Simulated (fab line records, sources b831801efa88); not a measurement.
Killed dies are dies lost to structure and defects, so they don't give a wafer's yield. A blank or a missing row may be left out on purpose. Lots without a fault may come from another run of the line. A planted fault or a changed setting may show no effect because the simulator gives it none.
One fault seen from 2 desks | flow sky130 | each desk has only its own numbers; what lay behind them comes last

THE METROLOGY DESK
What the gauges read, lot by lot, whatever tool the lot ran on: means of the sampled wafers that have a number. A lot is out of limits, marked OUT, if its mean lies more than 4 standard deviations from the usual mean; the brackets give that distance.
Columns: A = VIA1_BOW at SKY_VIA1_BOW_MEAS_03, usual 79 um; B = VIA1_W_RS at SKY_VIA1_RS_MEAS_22, usual 0.426 ohm/sq; C = VIA1_W_THK at SKY_VIA1_THK_MEAS_23, usual 265 nm
lot  | first seen here | A  | B               | C
L429 | day 32 07:32    | 75 | 0.429           | 262
L430 | day 32 22:09    | 80 | 0.429           | 263
L432 | day 35 00:33    | 80 | 0.421           | 269
L431 | day 35 00:53    | 82 | 0.436           | 255
L435 | day 35 03:03    | 83 | 0.432           | 262
L434 | day 35 06:16    | 82 | 0.492 (+10) OUT | 238 (-5.8) OUT
L438 | day 35 17:11    | 77 | 0.509 (+13) OUT | 227 (-8.1) OUT
L446 | day 38 20:56    | 83 | 0.428           | 260
L449 | day 39 03:44    | 82 | 0.422           | 270
L451 | day 39 17:37    | 80 | 0.407           | 277
This desk's finding: out of limits on L434, L438; first on L434, day 36 09:13 (VIA1_W_RS at SKY_VIA1_RS_MEAS_22). In limits: L429, L430, L432, L431, L435, L446, L449, L451.

THE TOOL OWNER'S DESK: cvd_w-02
The tool's own readings at SKY_VIA1_CVD_21 (deposits W, target thk 270 nm, time 80.902 s): means of the sampled wafers that have a number, for each lot that ran on this tool. A lot is out of limits, marked OUT, if its mean lies more than 4 standard deviations from the usual mean; the brackets give that distance.
Columns: A = heater_power_w at SKY_VIA1_CVD_21, usual 845 W; B = susceptor_temp_C at SKY_VIA1_CVD_21, usual 400.01 C
lot  | first seen here | A   | B
L429 | day 33 11:36    | 761 | 399.97
L430 | day 34 02:02    | 832 | 400.06
L431 | day 36 03:37    | 866 | 400.04
L435 | day 36 06:02    | 884 | 399.73
L434 | day 36 09:07    | 812 | 400.14
L438 | day 36 19:41    | 848 | 399.95
L446 | day 39 22:31    | 772 | 399.76
L449 | day 40 04:41    | 828 | 399.95
L451 | day 40 19:28    | 779 | 400.09
This desk's finding: nothing out of limits on any of the 9 lots.

PUT TOGETHER
The metrology desk could have raised an alarm at day 36 09:13, on L434, L438.
The tool owner's desk saw nothing out of limits.
The tool owner's desk has L434, L438 on record, within its limits.
Of the lots named, all ran SKY_VIA1_CVD_21 on cvd_w-02.

WHAT THE SIMULATOR HAD PUT IN
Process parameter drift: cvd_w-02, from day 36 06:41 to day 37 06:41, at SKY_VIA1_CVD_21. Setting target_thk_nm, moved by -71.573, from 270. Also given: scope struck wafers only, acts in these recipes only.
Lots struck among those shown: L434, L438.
Hours from the fault's start to each desk's first reading out of limits: the metrology desk, 3.
